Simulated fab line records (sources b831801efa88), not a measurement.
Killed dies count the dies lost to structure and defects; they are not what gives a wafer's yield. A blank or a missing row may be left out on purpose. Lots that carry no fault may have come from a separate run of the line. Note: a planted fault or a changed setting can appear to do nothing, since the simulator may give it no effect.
Problem report in the 8D (eight disciplines) form, filled by code :: flow sky130 :: the parts of the form that need people (team, actions taken, sign-off) are left out

1. WHAT IS WRONG
At SKY_POLY_CUT_ETCH_11, oes-product-au averages 0.377 a.u. over 6 wafers from 2 lots, while fault-free wafers read 0.831 a.u., standard deviation 0.0063. That puts it -72 standard deviations away from the usual mean.
The step: etches Si3N4 in CF4/CH2F2/Ar, stops on poly-Si, time 42.5 s, target depth 60 nm.
First observed at day 29 03:32: wafer L224.1, on rie-diel-02. Wafers with a number at this step in the record: 30, from 10 lots. Rule for "out", or "out of limits": more than 4 standard deviations from the usual mean. The other wafers with a number count as sound.

2. WHAT IT IS AND WHAT IT IS NOT
question: which readings at this step
is: oes-product-au
is not: cf4-flow-sccm, drypump-motor-current-A

question: which lots
is: L224, L225
is not: L214, L216, L219, L220, L223, L231, L232, L233

question: which wafers of those lots
is: all that have a number
is not: -

question: read on which tools
is: rie-diel-02
is not: rie-diel-01

question: when
is: from day 29 03:32
is not: up to then (15 sound wafers); but 9 sound wafers of L231, L232, L233 came after

3. THE SUSPECTS, EACH WITH WHAT RULES IT OUT
Counting: a tool stays on the suspect list if, at a process step up to the reading, it processed all lots that are out and no sound lot following the first of them.
- rie-diel-02 at SKY_POLY_CUT_ETCH_10 (etches BARC in N2/H2, stops on SiO2, time 45.9 s, target depth 60 nm): ruled out as a lasting fault. Following L224 (day 29 03:29), the first lot on it that is out, the sound lots L233 were run on it.
- rie-diel-02 at SKY_POLY_CUT_ETCH_11 (etches Si3N4 in CF4/CH2F2/Ar, stops on poly-Si, time 42.5 s, target depth 60 nm): ruled out as a lasting fault. Following L224 (day 29 03:32), the first lot on it that is out, the sound lots L233 were run on it.
Left after counting: nothing in the record.

4. THE CAUSE (what the simulator had put in)
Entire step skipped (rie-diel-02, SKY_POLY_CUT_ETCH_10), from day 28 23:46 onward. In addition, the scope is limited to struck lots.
Counting ruled it out, wrongly.

5. THE CHAIN OF EFFECTS, in route order
Rows list readings where the struck wafers' mean (over those with a number) sits beyond 3 standard deviations from the usual. Only readings whose record carries a usual standard deviation are examined. hours: median over the lots of the time between each lot's start at the first step of this table that gives one and its start at this step. sigmas: the change, counted in usual standard deviations.
hours: 0
step: SKY_POLY_CUT_ETCH_11
reading: oes-product-au
usual: 0.831 a.u.
on struck wafers: 0.377
change: -0.454
sigmas: -72

hours: 0
step: SKY_POLY_CUT_ETCH_11
reading: throttle-valve-pct
usual: 14.994 %
on struck wafers: 14.952
change: -0.042
sigmas: -4.6

hours: 0
step: SKY_POLY_CUT_STRIP_12
reading: oes-product-au
usual: 0.452 a.u.
on struck wafers: 0.466
change: +0.014
sigmas: +3.1

hours: 0
step: SKY_POLY_CUT_STRIP_12
reading: strip-time-to-endpoint-s
usual: 5.354 s
on struck wafers: 5.647
change: +0.293
sigmas: +15

hours: 480
step: SKY_PAD_OPEN_PROBE_99
reading: killed-at-front-end
usual: 15
on struck wafers: 425
change: +410
sigmas: +99 or more

hours: 480
step: SKY_PAD_OPEN_PROBE_99
reading: killed-dies
usual: 86
on struck wafers: 492
change: +406
sigmas: +44

hours: 480
step: SKY_PAD_OPEN_PROBE_99
reading: killed-on-rim
usual: 17
on struck wafers: 96
change: +79
sigmas: +23
Its process steps:
- SKY_POLY_CUT_ETCH_11: etches Si3N4 in CF4/CH2F2/Ar, stops on poly-Si, time 42.5 s, target depth 60 nm.
- SKY_POLY_CUT_STRIP_12: strips in O2/N2.
- SKY_PAD_OPEN_PROBE_99
Readings that are blank on the struck wafers while sound wafers have them: bias-w at SKY_POLY_CUT_ETCH_10; chamber-pressure-mTorr at SKY_POLY_CUT_ETCH_10; drypump-motor-current-A at SKY_POLY_CUT_ETCH_10; oes-product-au at SKY_POLY_CUT_ETCH_10; throttle-valve-pct at SKY_POLY_CUT_ETCH_10.

6. WHAT WOULD HAVE CAUGHT IT SOONER
In this record the first reading out of limits was taken at day 29 03:32, 4 hours after the fault began at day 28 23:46.
At SKY_POLY_CUT_ETCH_10 the tool's readings are blank on the struck wafers, where sound wafers have them: an empty tool record is the first sign, and it was there at once.
